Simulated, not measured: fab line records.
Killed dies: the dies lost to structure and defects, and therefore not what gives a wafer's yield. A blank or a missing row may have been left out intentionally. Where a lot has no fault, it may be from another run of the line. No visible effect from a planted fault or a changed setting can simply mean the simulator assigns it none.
Which tool did it? || flow sky130 || 12 lots (36 wafers sampled), 1 step of a 708-step route

WHAT THE GAUGES READ, wafer by wafer
SKY_VT_ADJUST_HVTR_TW_MEAS_11. Usual: for VT_ADJUST_HVTR_TW the level is 214.2 and the standard deviation is 2.1.
{"lot": "L639", "measured": "day 10 05:49", "on": "film_metro-04", "VT_ADJUST_HVTR_TW": "216.4 217.3 216.0", "flag": ""}
{"lot": "L638", "measured": "day 10 07:41", "on": "film_metro-04", "VT_ADJUST_HVTR_TW": "215.5 216.5 215.9", "flag": ""}
{"lot": "L640", "measured": "day 10 10:10", "on": "film_metro-04", "VT_ADJUST_HVTR_TW": "216.2 218.1 216.7", "flag": ""}
{"lot": "L643", "measured": "day 11 00:22", "on": "film_metro-03", "VT_ADJUST_HVTR_TW": "212.5 214.0 213.7", "flag": ""}
{"lot": "L647", "measured": "day 12 16:47", "on": "film_metro-04", "VT_ADJUST_HVTR_TW": "215.4 214.7 215.5", "flag": ""}
{"lot": "L648", "measured": "day 12 18:38", "on": "film_metro-04", "VT_ADJUST_HVTR_TW": "216.5 214.6 216.6", "flag": ""}
{"lot": "L651", "measured": "day 13 20:40", "on": "film_metro-04", "VT_ADJUST_HVTR_TW": "214.5 213.6 215.3", "flag": ""}
{"lot": "L654", "measured": "day 15 00:33", "on": "film_metro-04", "VT_ADJUST_HVTR_TW": "216.5 216.6 217.3", "flag": ""}
{"lot": "L656", "measured": "day 15 10:40", "on": "film_metro-03", "VT_ADJUST_HVTR_TW": "212.0 212.2 211.5", "flag": ""}
{"lot": "L655", "measured": "day 15 12:24", "on": "film_metro-04", "VT_ADJUST_HVTR_TW": "216.6 216.1 216.2", "flag": ""}
{"lot": "L657", "measured": "day 15 16:52", "on": "film_metro-02", "VT_ADJUST_HVTR_TW": "210.6 211.8 211.0", "flag": ""}
{"lot": "L658", "measured": "day 15 21:32", "on": "film_metro-03", "VT_ADJUST_HVTR_TW": "211.0 211.9 212.1", "flag": ""}

WHAT TOOL EACH LOT RAN ON (gives the tool, then ch and the chambers of the sampled wafers, and finally the start)
The record holds no process step before these readings.

WHAT THE TOOLS THEMSELVES READ (means of the sampled wafers that have a number; where no wafer has one, the mark that the record gives instead)
The record holds no such reading with a usual standard deviation.

THE ANSWER, worked out from the rows above alone
Rule: a lot is off if the mean of its wafers that have a number lies more than 3 standard deviations from the usual mean. Also off: a lot with no number at a reading for which 4 or more lots have one. Any other lot the step has rows for is counted as sound. Order of review: gauges by route order, followed by the tools' own readings, for which a lot's mean as printed above is used. The first step at which some lot is off is used, and at that step the reading that is off furthest; a lot without a number counts as furthest.
No lot is off on any of the readings shown, so nothing can be concluded from this.

WHAT WAS PUT IN BY THE SIMULATOR
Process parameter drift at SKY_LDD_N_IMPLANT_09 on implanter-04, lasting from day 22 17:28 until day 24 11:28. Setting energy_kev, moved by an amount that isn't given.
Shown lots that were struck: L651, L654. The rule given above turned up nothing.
